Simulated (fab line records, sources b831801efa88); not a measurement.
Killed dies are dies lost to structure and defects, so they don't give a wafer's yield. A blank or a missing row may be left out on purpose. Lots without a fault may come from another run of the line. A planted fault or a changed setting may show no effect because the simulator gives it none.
Which tool did it? | flow sky130 | 11 lots, 33 wafers sampled, at 5 steps of a route of 708

WHAT THE GAUGES READ, wafer by wafer
SKY_FIELD_ISO_THK_MEAS_02.
lot  | measured    | on            | FIELD_ISO_OXIDATION_00_THK (nm)
L112 | day 1 11:38 | film_metro-01 | 12.17 12.21 12.08
L113 | day 1 16:39 | film_metro-01 | 12.38 12.60 12.19
L114 | day 1 22:47 | film_metro-01 | 12.12 11.85 11.90
L115 | day 2 02:38 | film_metro-02 | 12.30 12.27 12.31
L118 | day 2 18:19 | film_metro-02 | 12.55 12.53 12.44
L119 | day 2 22:39 | film_metro-01 | 11.79 11.80 12.05
L122 | day 3 14:44 | film_metro-01 | 10.58 10.19 10.53
L123 | day 3 18:46 | film_metro-02 | 10.36 10.23 10.32
L127 | day 4 17:26 | film_metro-03 | 12.12 12.33 12.24
L128 | day 4 21:53 | film_metro-01 | 12.29 12.43 12.25
L135 | day 6 08:44 | film_metro-02 | 11.85 12.03 11.92

SKY_SD_N_CD_MEAS_07: target cd 380 nm.
lot  | measured     | on        | cd_nm (nm)
L112 | day 27 07:59 | cd_sem-02 | 381 380 380
L113 | day 28 00:02 | cd_sem-01 | 382 382 380
L114 | day 28 10:44 | cd_sem-01 | 377 375 377
L115 | day 28 14:34 | cd_sem-02 | 379 378 378
L118 | day 29 20:19 | cd_sem-01 | 377 378 375
L119 | day 30 03:59 | cd_sem-02 | 382 383 381
L122 | day 31 16:22 | cd_sem-02 | 376 378 380
L123 | day 31 17:43 | cd_sem-01 | 386 388 386
L127 | day 33 19:05 | cd_sem-01 | 382 383 381
L128 | day 33 19:55 | cd_sem-02 | 381 384 382
L135 | day 36 03:11 | cd_sem-02 | 377 378 378

SKY_SD_N_OVL_MEAS_08.
lot  | measured     | on         | SD_N_OVL (nm)
L112 | day 27 08:07 | overlay-02 | -0.7 -0.3 -0.2
L113 | day 28 00:07 | overlay-02 | -1.9 -0.6 -2.0
L114 | day 28 10:52 | overlay-02 | 1.2 0.6 -1.3
L115 | day 28 14:40 | overlay-02 | -1.1 -1.4 -0.1
L118 | day 29 20:25 | overlay-01 | -2.2 -1.8 -2.4
L119 | day 30 04:04 | overlay-02 | 1.8 0.7 1.4
L122 | day 31 16:28 | overlay-02 | -0.5 0.7 -0.1
L123 | day 31 17:48 | overlay-02 | 0.9 -0.3 -0.1
L127 | day 33 19:10 | overlay-02 | 0.7 0.7 0.9
L128 | day 33 20:02 | overlay-01 | -0.5 -0.5 -2.0
L135 | day 36 03:19 | overlay-02 | 0.7 1.8 0.6

WHICH TOOL RAN EACH LOT (tool, then ch and the chambers of the sampled wafers, then the start)
lot  | SKY_FIELD_ISO_OXIDATION_01   | SKY_SPACER_ETCHBACK_02
L112 | furnace-02 ch 0, day 1 10:07 | rie_diel-01 ch 1,2,3, day 22 09:28
L113 | furnace-01 ch 0, day 1 15:07 | rie_diel-02 ch 0,1,2, day 23 02:30
L114 | furnace-02 ch 0, day 1 21:16 | rie_diel-02 ch 1,2,3, day 23 12:55
L115 | furnace-01 ch 0, day 2 01:07 | rie_diel-02 ch 0,2, day 23 17:06
L118 | furnace-01 ch 0, day 2 16:47 | rie_diel-01 ch 0,2,3, day 25 00:44
L119 | furnace-02 ch 0, day 2 21:07 | rie_diel-01 ch 1,2,3, day 25 08:45
L122 | furnace-01 ch 0, day 3 13:13 | rie_diel-04 ch 1,2,3, day 27 00:15
L123 | furnace-01 ch 0, day 3 17:14 | rie_diel-02 ch 1,3, day 27 01:28
L127 | furnace-02 ch 0, day 4 15:55 | rie_diel-01 ch 0,3, day 29 04:41
L128 | furnace-02 ch 0, day 4 20:22 | rie_diel-04 ch 0,1,2, day 29 06:56
L135 | furnace-02 ch 0, day 6 07:13 | rie_diel-04 ch 1,3, day 31 15:07
- SKY_FIELD_ISO_OXIDATION_01: stabilise 600 s, purge 300 s, target thk 12 nm.
- SKY_SPACER_ETCHBACK_02: etches Si3N4 in CH3F/O2, stops on SiO2, time 46.7 s, target depth 45 nm.

WHAT THE TOOLS THEMSELVES READ (means of the sampled wafers that have a number; where no wafer has one, the mark that the record gives instead)
SKY_FIELD_ISO_OXIDATION_01.
lot  | tool       | zone_power_top_pct (%) | zone_power_upper_pct (%)
L112 | furnace-02 | 30.5                   | 25
L113 | furnace-01 | 31.6                   | 17
L114 | furnace-02 | 30.4                   | 25
L115 | furnace-01 | 31.9                   | 17
L118 | furnace-01 | 31.6                   | 17
L119 | furnace-02 | 30.6                   | 25
L122 | furnace-01 | 31.9                   | 17
L123 | furnace-01 | 32.0                   | 17
L127 | furnace-02 | 30.6                   | 25
L128 | furnace-02 | 31.0                   | 25
L135 | furnace-02 | 30.6                   | 25

SKY_SPACER_ETCHBACK_02.
lot  | tool        | drypump_motor_current_A (A) | oes_product_au (a.u.) | throttle_valve_pct (%)
L112 | rie_diel-01 | 6.3                         | 0.860                 | 10.567
L113 | rie_diel-02 | 6.2                         | 0.863                 | 10.566
L114 | rie_diel-02 | 6.1                         | 0.861                 | 10.563
L115 | rie_diel-02 | 6.2                         | 0.854                 | 10.571
L118 | rie_diel-01 | 6.0                         | 0.859                 | 10.564
L119 | rie_diel-01 | 6.3                         | 0.859                 | 10.561
L122 | rie_diel-04 | 5.4                         | 0.848                 | 10.556
L123 | rie_diel-02 | 6.2                         | 0.850                 | 10.561
L127 | rie_diel-01 | 5.9                         | 0.860                 | 10.570
L128 | rie_diel-04 | 5.4                         | 0.866                 | 10.561
L135 | rie_diel-04 | 5.3                         | 0.857                 | 10.562

THE ANSWER, worked out from the rows above alone
Rule: what is usual is taken from the lots themselves. Put in order of their means at a reading, lots are off if they are a third of the lots or fewer, leave a main group of 4 or more, and stand apart from it by a gap of 3 or more times the standard deviation of the main group's means; of several such gaps the widest counts. A main group whose means are all the same, to the digits that the tables above print for the reading, isn't used. A lot without any number at a reading at which 4 lots or more have one is off too. The other lots that the step has rows for count as sound. The gauges are gone through in route order, then the tools' own readings, and for those a lot's mean is taken as printed above. The first step at which some lot is off is used, and at that step the reading that is off furthest; a lot without a number counts as furthest.
Off: L122, L123, at SKY_FIELD_ISO_THK_MEAS_02 (FIELD_ISO_OXIDATION_00_THK). The main group: mean 12.19 nm, standard deviation 0.21.
A tool fits if, at a process step before that reading, it ran every lot that is off, and no sound lot after the first of them. The gauges at SKY_FIELD_ISO_THK_MEAS_02 are tried like those tools. One fits: furnace-01 at SKY_FIELD_ISO_OXIDATION_01. Its last sound lot is L118 (day 2 16:47), its first lot that is off L122 (day 3 13:13): a fault that began between those two fits.

WHAT THE SIMULATOR HAD PUT IN
Process parameter drift: furnace-01, from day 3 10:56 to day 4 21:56, at SKY_FIELD_ISO_OXIDATION_01. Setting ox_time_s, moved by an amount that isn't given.
Lots struck among those shown: L122, L123. The rule above found the same.
